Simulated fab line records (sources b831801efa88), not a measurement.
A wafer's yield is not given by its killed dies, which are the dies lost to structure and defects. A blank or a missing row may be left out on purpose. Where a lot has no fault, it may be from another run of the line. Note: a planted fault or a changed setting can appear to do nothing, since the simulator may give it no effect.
Which tool was responsible? || flow gf180mcu || 15 lots, 45 wafers sampled, at 2 steps of a route of 602

## WHAT THE GAUGES SHOWED, per wafer
GF_M2_CD_MEAS_14: target cd 280 nm.
{"lot": "L658", "measured": "day 19 13:46", "on": "cd_sem-01", "cd_nm (nm)": "280.7 281.2 280.2"}
{"lot": "L659", "measured": "day 20 01:57", "on": "cd_sem-01", "cd_nm (nm)": "282.0 281.1 282.2"}
{"lot": "L660", "measured": "day 20 05:04", "on": "cd_sem-01", "cd_nm (nm)": "280.2 279.6 280.4"}
{"lot": "L661", "measured": "day 20 16:59", "on": "cd_sem-02", "cd_nm (nm)": "281.1 282.1 281.2"}
{"lot": "L662", "measured": "day 20 22:14", "on": "cd_sem-01", "cd_nm (nm)": "278.2 280.1 280.4"}
{"lot": "L664", "measured": "day 21 15:42", "on": "cd_sem-02", "cd_nm (nm)": "281.1 283.0 282.9"}
{"lot": "L666", "measured": "day 22 11:46", "on": "cd_sem-01", "cd_nm (nm)": "279.2 279.6 280.7"}
{"lot": "L667", "measured": "day 22 18:49", "on": "cd_sem-02", "cd_nm (nm)": "280.3 280.1 281.4"}
{"lot": "L668", "measured": "day 22 23:49", "on": "cd_sem-01", "cd_nm (nm)": "279.9 280.5 279.3"}
{"lot": "L674", "measured": "day 24 22:58", "on": "cd_sem-01", "cd_nm (nm)": "278.7 278.3 278.8"}
{"lot": "L675", "measured": "day 25 08:19", "on": "cd_sem-02", "cd_nm (nm)": "281.9 281.2 280.7"}
{"lot": "L677", "measured": "day 26 00:55", "on": "cd_sem-02", "cd_nm (nm)": "279.6 280.2 280.3"}
{"lot": "L679", "measured": "day 26 10:46", "on": "cd_sem-02", "cd_nm (nm)": "281.4 280.1 280.3"}
{"lot": "L680", "measured": "day 26 17:57", "on": "cd_sem-01", "cd_nm (nm)": "280.7 280.9 280.6"}
{"lot": "L681", "measured": "day 27 02:30", "on": "cd_sem-02", "cd_nm (nm)": "280.3 278.7 279.3"}

## TOOL THAT RAN EACH LOT (tool first, then ch and the chambers of the sampled wafers, then the start)
{"lot": "L658", "GF_M2_SPUTTER_04": "pvd_sputter-04, day 18 13:35"}
{"lot": "L659", "GF_M2_SPUTTER_04": "pvd_sputter-04, day 19 00:46"}
{"lot": "L660", "GF_M2_SPUTTER_04": "pvd_sputter-04, day 19 04:14"}
{"lot": "L661", "GF_M2_SPUTTER_04": "pvd_sputter-04, day 19 16:52"}
{"lot": "L662", "GF_M2_SPUTTER_04": "pvd_sputter-04, day 19 22:27"}
{"lot": "L664", "GF_M2_SPUTTER_04": "pvd_sputter-01, day 20 15:36"}
{"lot": "L666", "GF_M2_SPUTTER_04": "pvd_sputter-01, day 21 12:10"}
{"lot": "L667", "GF_M2_SPUTTER_04": "pvd_sputter-04, day 21 19:28"}
{"lot": "L668", "GF_M2_SPUTTER_04": "pvd_sputter-02, day 22 00:31"}
{"lot": "L674", "GF_M2_SPUTTER_04": "pvd_sputter-01, day 24 00:54"}
{"lot": "L675", "GF_M2_SPUTTER_04": "pvd_sputter-01, day 24 10:36"}
{"lot": "L677", "GF_M2_SPUTTER_04": "pvd_sputter-02, day 25 03:19"}
{"lot": "L679", "GF_M2_SPUTTER_04": "pvd_sputter-01, day 25 13:55"}
{"lot": "L680", "GF_M2_SPUTTER_04": "pvd_sputter-01, day 25 21:11"}
{"lot": "L681", "GF_M2_SPUTTER_04": "pvd_sputter-01, day 26 05:58"}
- GF_M2_SPUTTER_04: material TiN, target thk 50 nm, time 41.7 s.

## AS READ BY THE TOOLS THEMSELVES (means over the sampled wafers that have a number; for cases with no such wafer, the mark the record gives instead)
GF_M2_SPUTTER_04.
{"lot": "L658", "tool": "pvd_sputter-04", "throttle_valve_pct (%)": 29.6}
{"lot": "L659", "tool": "pvd_sputter-04", "throttle_valve_pct (%)": 30.5}
{"lot": "L660", "tool": "pvd_sputter-04", "throttle_valve_pct (%)": 29.9}
{"lot": "L661", "tool": "pvd_sputter-04", "throttle_valve_pct (%)": 30.6}
{"lot": "L662", "tool": "pvd_sputter-04", "throttle_valve_pct (%)": 29.7}
{"lot": "L664", "tool": "pvd_sputter-01", "throttle_valve_pct (%)": 29.8}
{"lot": "L666", "tool": "pvd_sputter-01", "throttle_valve_pct (%)": 29.5}
{"lot": "L667", "tool": "pvd_sputter-04", "throttle_valve_pct (%)": 30.3}
{"lot": "L668", "tool": "pvd_sputter-02", "throttle_valve_pct (%)": 29.6}
{"lot": "L674", "tool": "pvd_sputter-01", "throttle_valve_pct (%)": 29.7}
{"lot": "L675", "tool": "pvd_sputter-01", "throttle_valve_pct (%)": 29.9}
{"lot": "L677", "tool": "pvd_sputter-02", "throttle_valve_pct (%)": 30.0}
{"lot": "L679", "tool": "pvd_sputter-01", "throttle_valve_pct (%)": 29.9}
{"lot": "L680", "tool": "pvd_sputter-01", "throttle_valve_pct (%)": 30.0}
{"lot": "L681", "tool": "pvd_sputter-01", "throttle_valve_pct (%)": 29.8}

## THE ANSWER, worked out from the rows above alone
Rule: what is usual is taken from the lots themselves. Put in order of their means at a reading, lots are off if they are a third of the lots or fewer, leave a main group of 4 or more, and stand apart from it by a gap of 3 or more times the standard deviation of the main group's means; of several such gaps the widest counts. A main group is skipped when, at the precision printed for the reading in the tables above, its means are all equal. A lot without any number at a reading at which 4 lots or more have one is off too. Where the step has rows for the other lots, those lots are counted as sound. First the gauges in route order, then the tools' own readings, where a lot's mean is used as printed above. The first step at which some lot is off is used, and at that step the reading that is off furthest; a lot without a number counts as furthest.
Across all readings shown, no lot is off: no conclusion can be drawn from this.

## WHAT HAD BEEN PUT IN BY THE SIMULATOR
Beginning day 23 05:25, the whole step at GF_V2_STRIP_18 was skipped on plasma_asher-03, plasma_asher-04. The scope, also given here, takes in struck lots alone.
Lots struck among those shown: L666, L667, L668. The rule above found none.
